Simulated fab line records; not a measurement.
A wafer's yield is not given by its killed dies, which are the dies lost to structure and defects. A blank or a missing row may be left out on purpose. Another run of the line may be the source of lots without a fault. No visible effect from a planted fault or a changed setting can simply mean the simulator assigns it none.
Which tool was responsible?	flow gf180mcu	11 lots, 33 wafers sampled, at 2 steps of a route of 602

WHAT THE GAUGES SHOWED, per wafer
GF_V4_OVL_MEAS_15.
lot	measured	on	V4_OVL (nm)
L443	day 24 17:58	overlay-01	5 6 9
L444	day 24 22:10	overlay-02	-11 -2 -10
L445	day 25 05:20	overlay-01	2 1 5
L446	day 25 13:11	overlay-01	6 9 9
L447	day 25 18:40	overlay-01	3 5 5
L448	day 26 06:26	overlay-01	-4 -5 -5
L455	day 28 12:28	overlay-02	3 5 5
L458	day 29 07:40	overlay-01	-4 -2 -8
L461	day 30 06:20	overlay-02	0 -1 1
L463	day 30 20:22	overlay-01	-3 -3 6
L465	day 31 05:20	overlay-01	-1 -9 -2

WHAT TOOL EACH LOT RAN ON (gives the tool, then ch and the chambers of the sampled wafers, and finally the start)
lot	GF_M3_SPUTTER_02
L443	pvd_sputter-01, day 20 16:06
L444	pvd_sputter-01, day 20 21:20
L445	pvd_sputter-02, day 21 04:30
L446	pvd_sputter-03, day 21 14:34
L447	pvd_sputter-01, day 21 21:20
L448	pvd_sputter-03, day 22 09:15
L455	pvd_sputter-03, day 24 21:16
L458	pvd_sputter-02, day 25 17:59
L461	pvd_sputter-01, day 26 19:20
L463	pvd_sputter-02, day 27 10:51
L465	pvd_sputter-03, day 27 21:14
- GF_M3_SPUTTER_02: material AlCu, target thk 450 nm, time 23.9 s.

WHAT THE TOOLS THEMSELVES READ (means of the sampled wafers that have a number; where no wafer has one, the mark that the record gives instead)
GF_M3_SPUTTER_02.
lot	tool	throttle_valve_pct (%)
L443	pvd_sputter-01	29.9
L444	pvd_sputter-01	28.9
L445	pvd_sputter-02	31.4
L446	pvd_sputter-03	29.2
L447	pvd_sputter-01	30.1
L448	pvd_sputter-03	29.1
L455	pvd_sputter-03	30.3
L458	pvd_sputter-02	29.8
L461	pvd_sputter-01	30.6
L463	pvd_sputter-02	29.5
L465	pvd_sputter-03	30.1

THE ANSWER, worked out from the rows above alone
Rule: the usual values come from the lots themselves. The widest of any qualifying gaps counts: lots, ordered by their means at a reading, are off when they make up no more than a third of the lots, leave a main group of 4 or more, and stand apart from it by 3 or more times the standard deviation of that group's means. A main group is skipped when, at the precision printed for the reading in the tables above, its means are all equal. Also off: a lot with no number at a reading for which 4 or more lots have one. All remaining lots with rows at the step are treated as sound. Order of review: gauges by route order, followed by the tools' own readings, for which a lot's mean as printed above is used. At the first step where some lot is off, the reading lying furthest off is the one used; lots without a number count as furthest.
Across all readings shown, no lot is off: no conclusion can be drawn from this.

WHAT WAS PUT IN BY THE SIMULATOR
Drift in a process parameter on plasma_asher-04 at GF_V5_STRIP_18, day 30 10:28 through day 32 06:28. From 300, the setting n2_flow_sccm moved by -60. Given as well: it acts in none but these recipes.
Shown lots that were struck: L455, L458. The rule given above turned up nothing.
